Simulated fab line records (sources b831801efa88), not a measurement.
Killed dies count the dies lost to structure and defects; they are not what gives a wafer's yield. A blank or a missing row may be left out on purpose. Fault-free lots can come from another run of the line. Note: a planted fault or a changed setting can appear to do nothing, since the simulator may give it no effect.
fab line records    flow gf180mcu
record: lots: 24  wafers: 72  lastDay: 34
route steps=602 shown M2@379 M3@413 V3@445 M4@472 MIM@506 V5@557
lots that met no fault: taken from a fault-free run of the same line
startH: hours from the record's opening day to when the first of the lot's shown wafers began    waitH: how many hours have passed since the lot's step before this one    " as in the row above    L1.1+2: a single row standing in for several wafers    - no value, or no start given    * or withheld: withheld    < > ~ a bound
route shown NAME@n: a module of which the file shows steps, and the number in the route of the first    usual: average and standard deviation across the fault-free wafers    same: alike in all rows    chamber/n: place in a boat    sites: the reading at each site    _std_site: standard deviation across them    _edge_site: outer sites' mean less inner sites'    radiusMm: for every site, how far away it sits from the centre of the wafer    mask NAME#n: copy n    behind: the most recent tool/chamber to have shaped the wafer    hold: why the lot went on hold/how many hours it stayed there/how the hold came to an end    device: whichever transistor did not switch (one of n, p or np)    end of line: tests of these same wafers at the route's end    where a step has no rows: the recipe by itself    killed: count of dies lost to structure and defects at first sort (not the wafer's yield)    map: a wafer's dies, x killed, . not, _ none there
set.NAME: the setting the step ran with; set.NAME@STEP: the setting that earlier step ran with    model.NAME: the simulator's own value behind a step, which no gauge read
steps of the route over a sample of lots; a table a step, a row a wafer
services: when a tool's chamber went out of use (startH, in hours from the record's first day, below 0 if earlier), for how many hours, and the reason
== steps ==
step: GF_M2_STRIP_17
recipe: chemistry: O2/N2  powerW: 1400  pressureMtorr: 1500  platenTempC: 250  o2FlowSccm: 3000  n2FlowSccm: 300  overashFraction: 0.5
usual: drypumpMotorCurrentA: 5.4/0.49  heaterPowerW: 310/31  oesProductAu: 0.537/0.0048  stripTimeToEndpointS: 7.37/0.053
lot.wafer  tool            chamber  startH  waitH  drypumpMotorCurrentA  heaterPowerW  oesProductAu  rfHoursCounterH  stripTimeToEndpointS
L074.1     plasmaAsher-04  0        436.36  0.1    5.0                   362           0.531         0                7.29
L074.3     "               0        "       "      4.9                   362           0.544         -                7.39
L074.4     "               1        "       "      5.1                   295           0.537         -                7.35
L075.1     plasmaAsher-04  0        443.06  0.1    5.0                   342           0.538         1                7.37
L075.3     "               0        "       "      4.9                   359           0.548         -                7.42
L075.5     "               1        "       "      5.1                   290           0.542         -                7.49
L076.1     plasmaAsher-02  1        449.20  0.1    5.4                   306           0.544         35               7.43
L076.2     "               0        "       "      5.7                   263           0.540         35               7.37
L076.3     "               0        "       "      5.7                   269           0.542         -                7.36
L077.1     plasmaAsher-01  0        468.24  0.1    6.6                   302           0.529         83               7.31
L077.5     "               1        "       "      5.3                   333           0.540         -                7.36
L077.6     "               0        "       "      6.6                   308           0.534         -                7.31
L078.2     plasmaAsher-04  1        474.90  0.1    5.1                   291           0.538         4                7.31
L078.3     "               1        "       "      5.1                   298           0.533         -                7.32
L078.5     "               0        "       "      5.0                   347           0.540         -                7.34
L079.2     plasmaAsher-02  1        478.74  0.1    5.3                   311           0.531         38               7.35
L079.3     "               0        "       "      5.7                   262           0.538         -                7.33
L079.4     "               1        "       "      5.4                   299           0.534         -                7.37
L080.1     plasmaAsher-04  1        493.36  0.1    5.1                   299           0.529         5                7.30
L080.3     "               0        "       "      4.9                   361           0.535         -                7.30
L080.6     "               1        "       "      5.1                   295           0.529         -                7.34
L081.2     plasmaAsher-01  0        504.61  0.1    6.6                   308           0.536         87               7.23
L081.4     "               0        "       "      6.5                   309           0.529         -                7.28
L081.6     "               0        "       "      6.5                   313           0.533         -                7.26
L082.2     plasmaAsher-01  1        508.76  0.1    5.2                   340           0.539         88               7.49
L082.3     "               1        "       "      5.2                   331           0.543         -                7.43
L082.6     "               0        "       "      6.6                   310           0.543         -                7.49
L083.2     plasmaAsher-02  1        519.94  0.1    5.3                   309           0.537         43               7.38
L083.4     "               0        "       "      5.7                   260           0.539         -                7.45
L083.6     "               0        "       "      5.7                   267           0.536         -                7.39
L084.3     plasmaAsher-01  0        527.99  0.1    6.5                   313           0.530         -                7.28
L084.4     "               1        "       "      5.2                   324           0.543         -                7.37
L084.5     "               1        "       "      5.2                   343           0.542         -                7.37
L085.1     plasmaAsher-02  1        534.31  0.1    5.3                   306           0.532         45               7.34
L085.5     "               1        "       "      5.3                   304           0.531         -                7.39
L085.6     "               0        "       "      5.6                   269           0.537         -                7.34
L086.2     plasmaAsher-04  1        542.84  0.1    5.1                   293           0.538         11               7.31
L086.4     "               0        "       "      5.0                   360           0.536         -                7.31
L086.5     "               1        "       "      5.1                   291           0.531         -                7.32
L087.2     plasmaAsher-01  0        551.78  0.1    6.6                   309           0.547         93               7.37
L087.3     "               1        "       "      5.2                   336           0.532         -                7.36
L087.5     "               0        "       "      6.6                   309           0.543         -                7.41
L088.1     plasmaAsher-02  0        557.86  0.1    5.7                   262           0.536         47               7.35
L088.4     "               0        "       "      5.6                   271           0.532         -                7.39
L088.6     "               1        "       "      5.4                   306           0.539         -                7.40
L089.4     plasmaAsher-04  0        571.59  0.1    5.0                   359           0.539         -                7.41
L089.5     "               0        "       "      4.9                   351           0.538         -                7.33
L089.6     "               1        "       "      5.1                   287           0.539         -                7.40
L090.1     plasmaAsher-02  0        573.68  0.1    5.6                   267           0.540         49               7.45
L090.5     "               1        "       "      5.3                   301           0.543         -                7.42
L090.6     "               0        "       "      5.7                   258           0.537         -                7.35
L091.1     plasmaAsher-04  1        579.63  0.1    5.1                   295           0.539         14               7.38
L091.2     "               0        "       "      4.9                   365           0.543         14               7.45
L091.5     "               0        "       "      4.9                   348           0.534         -                7.37
L092.1     plasmaAsher-02  0        588.45  0.1    5.6                   261           0.529         51               7.37
L092.2     "               1        "       "      5.3                   316           0.531         51               7.29
L092.4     "               1        "       "      5.3                   302           0.538         -                7.28
L093.3     plasmaAsher-02  1        598.06  0.1    5.3                   310           0.550         -                7.45
L093.4     "               0        "       "      5.7                   265           0.537         -                7.44
L093.5     "               0        "       "      5.7                   275           0.542         -                7.47
L094.3     plasmaAsher-04  0        606.69  0.1    4.9                   357           0.536         -                7.38
L094.4     "               1        "       "      5.1                   291           0.538         -                7.35
L094.5     "               1        "       "      5.1                   293           0.541         -                7.34
L095.2     plasmaAsher-04  1        611.68  0.1    5.1                   286           0.542         18               7.39
L095.4     "               0        "       "      4.9                   358           0.543         -                7.43
L095.6     "               1        "       "      5.1                   298           0.538         -                7.41
L096.1     plasmaAsher-02  0        621.10  0.1    5.7                   273           0.528         54               7.37
L096.2     "               1        "       "      5.3                   316           0.540         54               7.41
L096.6     "               0        "       "      5.7                   264           0.542         -                7.40
L097.2     plasmaAsher-01  0        629.51  0.1    6.6                   320           0.539         101              7.42
L097.4     "               1        "       "      5.3                   329           0.528         -                7.42
L097.5     "               0        "       "      6.6                   310           0.535         -                7.37
step: GF_M3_SPUTTER_04
recipe: material: TiN  targetThkNm: 50  powerW: 6500  timeS: 41.7  chamberPressurePa: 0.4
usual: throttleValvePct: 29.6/0.86
lot.wafer  tool           chamber  startH  waitH  throttleValvePct
L074.1     pvdSputter-03  -        463.13  0.0    31.6
L074.3     "              -        "       "      29.7
L074.4     "              -        "       "      29.9
L075.1     pvdSputter-04  -        470.63  0.0    29.4
L075.3     "              -        "       "      30.2
L075.5     "              -        "       "      29.5
L076.1     pvdSputter-04  -        476.33  0.0    29.9
L076.2     "              -        "       "      29.4
L076.3     "              -        "       "      30.0
L077.1     pvdSputter-03  -        495.16  0.0    30.0
L077.5     "              -        "       "      29.8
L077.6     "              -        "       "      29.3
L078.2     pvdSputter-04  -        501.49  0.0    30.0
L078.3     "              -        "       "      30.4
L078.5     "              -        "       "      29.4
L079.2     pvdSputter-03  -        505.57  0.0    32.1
L079.3     "              -        "       "      29.2
L079.4     "              -        "       "      29.6
L080.1     pvdSputter-04  -        519.79  0.0    30.1
L080.3     "              -        "       "      29.6
L080.6     "              -        "       "      30.3
L081.2     pvdSputter-02  -        530.69  0.0    28.9
L081.4     "              -        "       "      27.9
L081.6     "              -        "       "      29.0
L082.2     pvdSputter-02  -        533.91  0.0    28.9
L082.3     "              -        "       "      28.2
L082.6     "              -        "       "      28.4
L083.2     pvdSputter-04  -        546.44  0.0    29.3
L083.4     "              -        "       "      29.9
L083.6     "              -        "       "      29.2
L084.3     pvdSputter-02  -        553.17  0.0    29.7
L084.4     "              -        "       "      28.7
L084.5     "              -        "       "      28.4
L085.1     pvdSputter-04  -        559.51  0.0    30.5
L085.5     "              -        "       "      29.5
L085.6     "              -        "       "      29.4
L086.2     pvdSputter-02  -        567.23  0.0    29.1
L086.4     "              -        "       "      27.9
L086.5     "              -        "       "      28.7
L087.2     pvdSputter-04  -        576.70  0.0    29.8
L087.3     "              -        "       "      29.6
L087.5     "              -        "       "      29.5
L088.1     pvdSputter-02  -        582.79  0.0    29.1
L088.4     "              -        "       "      28.7
L088.6     "              -        "       "      28.6
L089.4     pvdSputter-04  -        595.66  0.0    30.2
L089.5     "              -        "       "      30.0
L089.6     "              -        "       "      29.3
L090.1     pvdSputter-02  -        597.71  0.0    28.1
L090.5     "              -        "       "      29.4
L090.6     "              -        "       "      28.6
L091.1     pvdSputter-02  -        603.18  0.0    29.6
L091.2     "              -        "       "      29.1
L091.5     "              -        "       "      28.2
L092.1     pvdSputter-03  -        612.14  0.0    29.4
L092.2     "              -        "       "      32.1
L092.4     "              -        "       "      29.7
L093.3     pvdSputter-03  -        621.56  0.0    32.1
L093.4     "              -        "       "      29.5
L093.5     "              -        "       "      29.9
L094.3     pvdSputter-04  -        630.09  0.0    29.4
L094.4     "              -        "       "      29.3
L094.5     "              -        "       "      29.2
L095.2     pvdSputter-04  -        635.01  0.0    29.3
L095.4     "              -        "       "      29.1
L095.6     "              -        "       "      30.1
L096.1     pvdSputter-03  -        644.14  0.0    29.2
L096.2     "              -        "       "      32.0
L096.6     "              -        "       "      29.6
L097.2     pvdSputter-03  -        652.74  0.0    29.7
L097.4     "              -        "       "      29.9
L097.5     "              -        "       "      29.4
step: GF_V3_ETCH_16
recipe: chemistry: N2/H2  targetDepthA: withheld  overetchA: withheld  timeS: withheld  target: BARC  ionEnergyEv: 200  sourceW: 500  biasW: 100  pressureMtorr: 30  n2FlowSccm: 100  h2FlowSccm: 200
usual: drypumpMotorCurrentA: 5.6/0.56  oesProductAu: 0.855/0.0049  throttleValvePct: 13.225/0.0092
lot.wafer  tool        chamber  startH  waitH  drypumpMotorCurrentA  oesProductAu  throttleValvePct
L074.1     rieDiel-03  2        512.29  0.0    6.2                   0.862         13.217
L074.3     "           1        "       "      5.1                   0.867         13.226
L074.4     "           3        "       "      6.1                   0.854         13.244
L075.1     rieDiel-04  3        519.53  0.0    5.4                   0.859         13.218
L075.3     "           0        "       "      4.9                   0.850         13.223
L075.5     "           1        "       "      6.0                   0.854         13.233
L076.1     rieDiel-03  0        525.94  0.0    5.1                   0.860         13.232
L076.2     "           3        "       "      6.0                   0.856         13.227
L076.3     "           2        "       "      6.2                   0.854         13.221
L077.1     rieDiel-01  1        542.69  0.0    5.9                   0.854         13.215
L077.5     "           1        "       "      5.9                   0.855         13.218
L077.6     "           2        "       "      5.0                   0.854         13.214
L078.2     rieDiel-04  2        549.11  0.0    5.8                   0.860         13.230
L078.3     "           1        "       "      6.0                   0.862         13.238
L078.5     "           1        "       "      6.0                   0.853         13.218
L079.2     rieDiel-03  0        552.78  0.0    5.1                   0.856         13.225
L079.3     "           2        "       "      6.2                   0.854         13.230
L079.4     "           3        "       "      6.0                   0.861         13.223
L080.1     rieDiel-04  1        566.48  0.0    6.1                   0.857         13.221
L080.3     "           3        "       "      5.4                   0.848         13.218
L080.6     "           0        "       "      4.9                   0.857         13.227
L081.2     rieDiel-04  2        576.63  0.0    5.8                   0.859         13.237
L081.4     "           0        "       "      4.9                   0.856         13.242
L081.6     "           1        "       "      6.0                   0.854         13.226
L082.2     rieDiel-01  1        579.64  0.0    5.9                   0.853         13.234
L082.3     "           2        "       "      5.0                   0.840         13.209
L082.6     "           2        "       "      5.0                   0.855         13.229
L083.2     rieDiel-03  1        591.63  0.0    5.1                   0.848         13.242
L083.4     "           0        "       "      5.1                   0.853         13.223
L083.6     "           0        "       "      5.1                   0.858         13.225
L084.3     rieDiel-04  3        598.53  0.0    5.4                   0.853         13.232
L084.4     "           0        "       "      4.9                   0.856         13.220
L084.5     "           0        "       "      4.9                   0.852         13.220
L085.1     rieDiel-04  2        604.34  0.0    5.8                   0.859         13.215
L085.5     "           3        "       "      5.4                   0.850         13.223
L085.6     "           0        "       "      4.9                   0.857         13.210
L086.2     rieDiel-03  1        611.68  0.0    5.1                   0.849         13.215
L086.4     "           3        "       "      6.1                   0.858         13.224
L086.5     "           1        "       "      5.1                   0.853         13.223
L087.2     rieDiel-03  3        620.49  0.0    6.0                   0.859         13.235
L087.3     "           2        "       "      6.2                   0.866         13.231
L087.5     "           0        "       "      5.1                   0.852         13.217
L088.1     rieDiel-04  2        625.15  0.0    5.8                   0.852         13.227
L088.4     "           0        "       "      4.9                   0.852         13.234
L088.6     "           3        "       "      5.5                   0.857         13.215
L089.4     rieDiel-04  1        638.39  0.0    6.0                   0.851         13.225
L089.5     "           2        "       "      5.8                   0.863         13.228
L089.6     "           1        "       "      6.0                   0.854         13.224
L090.1     rieDiel-03  3        640.29  0.0    6.0                   0.858         13.213
L090.5     "           1        "       "      5.1                   0.847         13.238
L090.6     "           2        "       "      6.2                   0.859         13.226
L091.1     rieDiel-01  0        645.58  0.0    5.9                   0.858         13.213
L091.2     "           1        "       "      6.0                   0.862         13.218
L091.5     "           1        "       "      5.9                   0.856         13.243
L092.1     rieDiel-01  2        653.13  0.0    5.0                   0.855         13.220
L092.2     "           1        "       "      5.9                   0.862         13.210
L092.4     "           0        "       "      5.9                   0.853         13.219
L093.3     rieDiel-04  3        662.65  0.0    5.4                   0.851         13.232
L093.4     "           1        "       "      6.0                   0.853         13.241
L093.5     "           0        "       "      4.9                   0.855         13.233
L094.3     rieDiel-03  1        670.18  0.0    5.1                   0.857         13.232
L094.4     "           3        "       "      6.1                   0.847         13.241
L094.5     "           1        "       "      5.1                   0.856         13.237
L095.2     rieDiel-04  0        676.10  0.0    4.9                   0.847         13.210
L095.4     "           0        "       "      4.9                   0.853         13.226
L095.6     "           2        "       "      5.8                   0.856         13.238
L096.1     rieDiel-01  3        684.39  0.0    6.7                   0.855         13.224
L096.2     "           2        "       "      5.0                   0.853         13.224
L096.6     "           2        "       "      5.0                   0.861         13.239
L097.2     rieDiel-01  0        692.33  0.0    5.9                   0.852         13.219
L097.4     "           0        "       "      5.9                   0.854         13.234
L097.5     "           2        "       "      5.0                   0.852         13.228
step: GF_M4_METAL_ETCH_16
recipe: chemistry: Cl2/BCl3  maskMaterial: KrF  targetDepthNm: 750.8  stopOn: SiO2  pressureMtorr: 8  icpW: 800  biasW: 140  Cl2_flow_sccm: 80  bcl3FlowSccm: 40  timeS: 125.1
usual: drypumpMotorCurrentA: 5.7/0.39  oesProductAu: 0.991/0.0054  throttleValvePct: 28.229/0.0094
lot.wafer  tool         chamber  startH  waitH  drypumpMotorCurrentA  oesProductAu  rfHoursCounterH  throttleValvePct
L074.1     rieMetal-02  1        536.88  0.0    5.5                   0.974         6.9              28.229
L074.3     "            1        "       "      5.5                   0.981         -                28.223
L074.4     "            0        "       "      6.1                   0.987         -                28.233
L075.1     rieMetal-03  1        543.82  0.0    5.9                   0.993         8.5              28.219
L075.3     "            0        "       "      5.2                   0.987         -                28.237
L075.5     "            1        "       "      5.9                   0.984         -                28.242
L076.1     rieMetal-03  1        550.52  0.0    5.9                   0.993         8.7              28.239
L076.2     "            0        "       "      5.2                   0.998         5.9              28.243
L076.3     "            0        "       "      5.2                   0.998         -                28.227
L077.1     rieMetal-04  0        566.71  0.0    6.3                   0.995         5.6              28.225
L077.5     "            1        "       "      5.3                   0.993         -                28.226
L077.6     "            0        "       "      6.3                   0.986         -                28.209
L078.2     rieMetal-02  1        573.13  0.0    5.5                   0.984         7.8              28.226
L078.3     "            0        "       "      6.1                   0.988         -                28.242
L078.5     "            1        "       "      5.4                   0.985         -                28.249
L079.2     rieMetal-04  1        575.81  0.0    5.3                   0.991         6.9              28.232
L079.3     "            0        "       "      6.2                   1.000         -                28.222
L079.4     "            1        "       "      5.4                   0.997         -                28.231
L080.1     rieMetal-03  1        590.18  0.0    5.9                   0.998         9.7              28.229
L080.3     "            1        "       "      5.8                   0.992         -                28.222
L080.6     "            0        "       "      5.1                   1.003         -                28.232
L081.2     rieMetal-03  0        599.46  0.0    5.2                   0.996         7.2              28.217
L081.4     "            1        "       "      5.8                   0.987         -                28.251
L081.6     "            0        "       "      5.2                   0.988         -                28.228
L082.2     rieMetal-04  1        602.83  0.0    5.4                   0.993         7.9              28.230
L082.3     "            0        "       "      6.2                   0.992         -                28.222
L082.6     "            0        "       "      6.3                   0.999         -                28.215
L083.2     rieMetal-03  1        614.16  0.0    5.9                   0.991         10.4             28.245
L083.4     "            1        "       "      5.9                   0.996         -                28.230
L083.6     "            1        "       "      5.8                   0.989         -                28.252
L084.3     rieMetal-02  0        621.02  0.1    6.1                   0.989         -                28.238
L084.4     "            1        "       "      5.5                   0.987         -                28.214
L084.5     "            1        "       "      5.5                   0.985         -                28.221
L085.1     rieMetal-04  1        626.85  0.0    5.4                   1.001         8.8              28.218
L085.5     "            0        "       "      6.2                   0.993         -                28.232
L085.6     "            1        "       "      5.4                   0.998         -                28.223
L086.2     rieMetal-02  1        633.80  0.0    5.5                   0.979         9.9              28.233
L086.4     "            1        "       "      5.5                   0.986         -                28.230
L086.5     "            1        "       "      5.5                   0.996         -                28.225
L087.2     rieMetal-02  1        642.25  0.0    5.5                   0.983         10.2             28.217
L087.3     "            0        "       "      6.0                   0.991         -                28.233
L087.5     "            1        "       "      5.5                   0.992         -                28.239
L088.1     rieMetal-03  1        647.28  0.0    5.8                   0.994         11.4             28.211
L088.4     "            0        "       "      5.2                   0.993         -                28.234
L088.6     "            1        "       "      5.8                   0.986         -                28.242
L089.4     rieMetal-04  1        659.11  0.1    5.4                   1.002         -                28.206
L089.5     "            1        "       "      5.4                   0.987         -                28.226
L089.6     "            0        "       "      6.2                   0.996         -                28.232
L090.1     rieMetal-04  0        661.82  0.0    6.3                   0.998         9.0              28.220
L090.5     "            0        "       "      6.2                   0.989         -                28.218
L090.6     "            1        "       "      5.4                   0.989         -                28.230
L091.1     rieMetal-04  0        666.52  0.0    6.2                   0.997         9.2              28.236
L091.2     "            1        "       "      5.4                   0.992         10.2             28.226
L091.5     "            0        "       "      6.3                   0.996         -                28.244
L092.1     rieMetal-03  1        673.98  0.0    5.9                   0.991         12.4             28.233
L092.2     "            0        "       "      5.2                   0.986         9.6              28.223
L092.4     "            0        "       "      5.2                   0.992         -                28.221
L093.3     rieMetal-02  0        683.77  0.1    6.0                   0.988         -                28.221
L093.4     "            1        "       "      5.5                   0.994         -                28.226
L093.5     "            0        "       "      6.1                   0.980         -                28.243
L094.3     rieMetal-04  0        690.62  0.1    6.3                   0.997         -                28.237
L094.4     "            1        "       "      5.4                   0.990         -                28.214
L094.5     "            0        "       "      6.2                   0.991         -                28.217
L095.2     rieMetal-04  0        696.33  0.0    6.2                   0.988         10.4             28.226
L095.4     "            1        "       "      5.4                   0.988         -                28.239
L095.6     "            0        "       "      6.2                   0.995         -                28.223
L096.1     rieMetal-02  0        704.82  0.0    6.0                   0.982         8.4              28.231
L096.2     "            1        "       "      5.5                   0.988         12.6             28.232
L096.6     "            0        "       "      6.1                   0.987         -                28.242
L097.2     rieMetal-02  1        712.43  0.0    5.5                   0.989         12.9             28.232
L097.4     "            0        "       "      6.1                   0.992         -                28.240
L097.5     "            1        "       "      5.5                   0.985         -                28.236
step: GF_MIM_SPUTTER_03
recipe: material: Ti  targetThkNm: 10  substrateTempC: 300  chamberPressurePa: 0.3  powerW: 3000  timeS: 6.7
usual: throttleValvePct: 29.5/0.92
lot.wafer  tool           chamber  startH  waitH  throttleValvePct
L074.1     pvdSputter-02  -        562.46  0.0    28.8
L074.3     "              -        "       "      28.5
L074.4     "              -        "       "      28.7
L075.1     pvdSputter-03  -        569.18  0.0    32.1
L075.3     "              -        "       "      29.7
L075.5     "              -        "       "      29.7
L076.1     pvdSputter-02  -        575.65  0.0    29.3
L076.2     "              -        "       "      28.1
L076.3     "              -        "       "      29.7
L077.1     pvdSputter-02  -        591.23  0.0    29.7
L077.5     "              -        "       "      28.0
L077.6     "              -        "       "      28.9
L078.2     pvdSputter-03  -        596.91  0.0    29.3
L078.3     "              -        "       "      29.7
L078.5     "              -        "       "      29.3
L079.2     pvdSputter-02  -        600.02  0.0    28.8
L079.3     "              -        "       "      28.8
L079.4     "              -        "       "      29.3
L080.1     pvdSputter-04  -        614.52  0.0    29.3
L080.3     "              -        "       "      30.2
L080.6     "              -        "       "      29.8
L081.2     pvdSputter-02  -        623.44  0.0    28.1
L081.4     "              -        "       "      28.9
L081.6     "              -        "       "      28.8
L082.2     pvdSputter-04  -        626.16  0.0    30.0
L082.3     "              -        "       "      29.8
L082.6     "              -        "       "      30.0
L083.2     pvdSputter-03  -        638.22  0.0    29.3
L083.4     "              -        "       "      31.8
L083.6     "              -        "       "      29.2
L084.3     pvdSputter-02  -        644.58  0.0    29.1
L084.4     "              -        "       "      28.2
L084.5     "              -        "       "      28.7
L085.1     pvdSputter-03  -        649.30  0.0    29.9
L085.5     "              -        "       "      29.7
L085.6     "              -        "       "      32.0
L086.2     pvdSputter-03  -        656.87  0.0    30.0
L086.4     "              -        "       "      29.7
L086.5     "              -        "       "      29.2
L087.2     pvdSputter-04  -        665.19  0.0    29.2
L087.3     "              -        "       "      29.5
L087.5     "              -        "       "      29.4
L088.1     pvdSputter-03  -        670.28  0.0    31.9
L088.4     "              -        "       "      29.8
L088.6     "              -        "       "      32.1
L089.4     pvdSputter-02  -        681.66  0.0    28.8
L089.5     "              -        "       "      29.8
L089.6     "              -        "       "      27.9
L090.1     pvdSputter-02  -        684.01  0.0    29.8
L090.5     "              -        "       "      28.4
L090.6     "              -        "       "      29.8
L091.1     pvdSputter-03  -        687.93  0.0    31.7
L091.2     "              -        "       "      29.6
L091.5     "              -        "       "      29.2
L092.1     pvdSputter-04  -        695.52  0.0    29.5
L092.2     "              -        "       "      29.5
L092.4     "              -        "       "      29.6
L093.3     pvdSputter-02  -        705.42  0.0    28.7
L093.4     "              -        "       "      29.0
L093.5     "              -        "       "      29.1
L094.3     pvdSputter-02  -        712.04  0.0    28.8
L094.4     "              -        "       "      28.9
L094.5     "              -        "       "      29.7
L095.2     pvdSputter-02  -        718.72  0.0    28.9
L095.4     "              -        "       "      27.9
L095.6     "              -        "       "      28.7
L096.1     pvdSputter-04  -        726.29  0.0    30.0
L096.2     "              -        "       "      30.0
L096.6     "              -        "       "      29.8
L097.2     pvdSputter-03  -        733.07  0.0    29.7
L097.4     "              -        "       "      29.5
L097.5     "              -        "       "      29.3
step: GF_V5_ETCH_17
recipe: chemistry: C4F8/O2/Ar  maskMaterial: KrF  target: SiO2  stopOn: TiN  sourceW: 1500  biasW: 1200  pressureMtorr: 40  c4f8FlowSccm: withheld  O2_flow_sccm: 6  Ar_flow_sccm: 300  timeS: withheld  targetDepthA: 8550
usual: oesProductAu: 0.860/0.0045
lot.wafer  tool        chamber  startH  waitH  oesProductAu
L074.1     rieDiel-02  2        -       -      0.858
L074.3     "           0        "       "      0.862
L074.4     "           0        "       "      0.851
L075.1     rieDiel-04  3        -       -      0.867
L075.3     "           1        "       "      0.859
L075.5     "           2        "       "      0.864
L076.1     rieDiel-02  1        -       -      0.861
L076.2     "           2        "       "      0.856
L076.3     "           0        "       "      0.865
L077.1     rieDiel-04  1        -       -      0.870
L077.5     "           3        "       "      0.860
L077.6     "           2        "       "      0.861
L078.2     rieDiel-01  3        -       -      0.859
L078.3     "           1        "       "      0.858
L078.5     "           1        "       "      0.860
L079.2     rieDiel-01  0        -       -      0.851
L079.3     "           2        "       "      0.858
L079.4     "           0        "       "      0.864
L080.1     rieDiel-01  0        -       -      0.854
L080.3     "           3        "       "      0.866
L080.6     "           3        "       "      0.862
L081.2     rieDiel-04  0        -       -      0.867
L081.4     "           0        "       "      0.870
L081.6     "           3        "       "      0.868
L082.2     rieDiel-04  2        -       -      0.854
L082.3     "           0        "       "      0.862
L082.6     "           3        "       "      0.861
L083.2     rieDiel-04  0        -       -      0.868
L083.4     "           1        "       "      0.865
L083.6     "           0        "       "      0.856
L084.3     rieDiel-04  0        -       -      0.869
L084.4     "           3        "       "      0.864
L084.5     "           0        "       "      0.861
L085.1     rieDiel-04  1        -       -      0.855
L085.5     "           3        "       "      0.854
L085.6     "           2        "       "      0.863
L086.2     rieDiel-02  2        -       -      0.857
L086.4     "           1        "       "      0.857
L086.5     "           0        "       "      0.861
L087.2     rieDiel-01  1        -       -      0.861
L087.3     "           3        "       "      0.859
L087.5     "           0        "       "      0.854
L088.1     rieDiel-01  3        -       -      0.853
L088.4     "           2        "       "      0.866
L088.6     "           1        "       "      0.856
L089.4     rieDiel-01  0        -       -      0.863
L089.5     "           1        "       "      0.859
L089.6     "           0        "       "      0.865
L090.1     rieDiel-04  3        -       -      0.860
L090.5     "           3        "       "      0.862
L090.6     "           1        "       "      0.863
L091.1     rieDiel-04  1        -       -      0.860
L091.2     "           0        "       "      0.856
L091.5     "           1        "       "      0.857
L092.1     rieDiel-02  2        -       -      0.863
L092.2     "           0        "       "      0.860
L092.4     "           1        "       "      0.860
L093.3     rieDiel-04  2        -       -      0.856
L093.4     "           0        "       "      0.856
L093.5     "           2        "       "      0.858
L094.3     rieDiel-01  2        -       -      0.866
L094.4     "           2        "       "      0.862
L094.5     "           1        "       "      0.855
L095.2     rieDiel-02  2        -       -      0.856
L095.4     "           0        "       "      0.860
L095.6     "           0        "       "      0.860
L096.1     rieDiel-04  2        -       -      0.857
L096.2     "           3        "       "      0.862
L096.6     "           2        "       "      0.857
L097.2     rieDiel-02  3        -       -      0.857
L097.4     "           0        "       "      0.861
L097.5     "           1        "       "      0.863
== services ==
tool            chamber  startH  hours  kind
plasmaAsher-04  -        421.30  9.0    pm
rieDiel-01      2        434.54  7.9    repair
rieDiel-04      3        470.39  23.6   repair
rieDiel-01      1        472.89  5.4    repair
rieDiel-01      0        477.21  4.6    repair
plasmaAsher-04  -        478.50  9.1    repair
pvdSputter-02   -        491.67  2.4    repair
pvdSputter-04   -        493.46  2.8    repair
rieMetal-04     -        506.30  14.6   pm
rieDiel-01      3        522.89  11.4   repair
plasmaAsher-04  -        527.95  1.4    repair
plasmaAsher-04  -        528.43  1.8    repair
rieDiel-01      -        546.33  14.6   pm
pvdSputter-04   -        554.87  3.7    repair
pvdSputter-03   -        574.38  6.9    repair
pvdSputter-04   -        624.07  1.3    repair
pvdSputter-02   -        651.18  3.3    repair
rieDiel-01      2        668.25  12.0   repair
rieDiel-04      -        699.47  0.5    repair
rieDiel-04      2        723.79  3.5    repair
rieDiel-04      2        735.17  6.5    repair
rieDiel-01      0        747.39  1.8    repair
rieDiel-01      3        758.65  1.8    repair
rieDiel-04      3        766.29  1.7    repair
== key ==
fault none
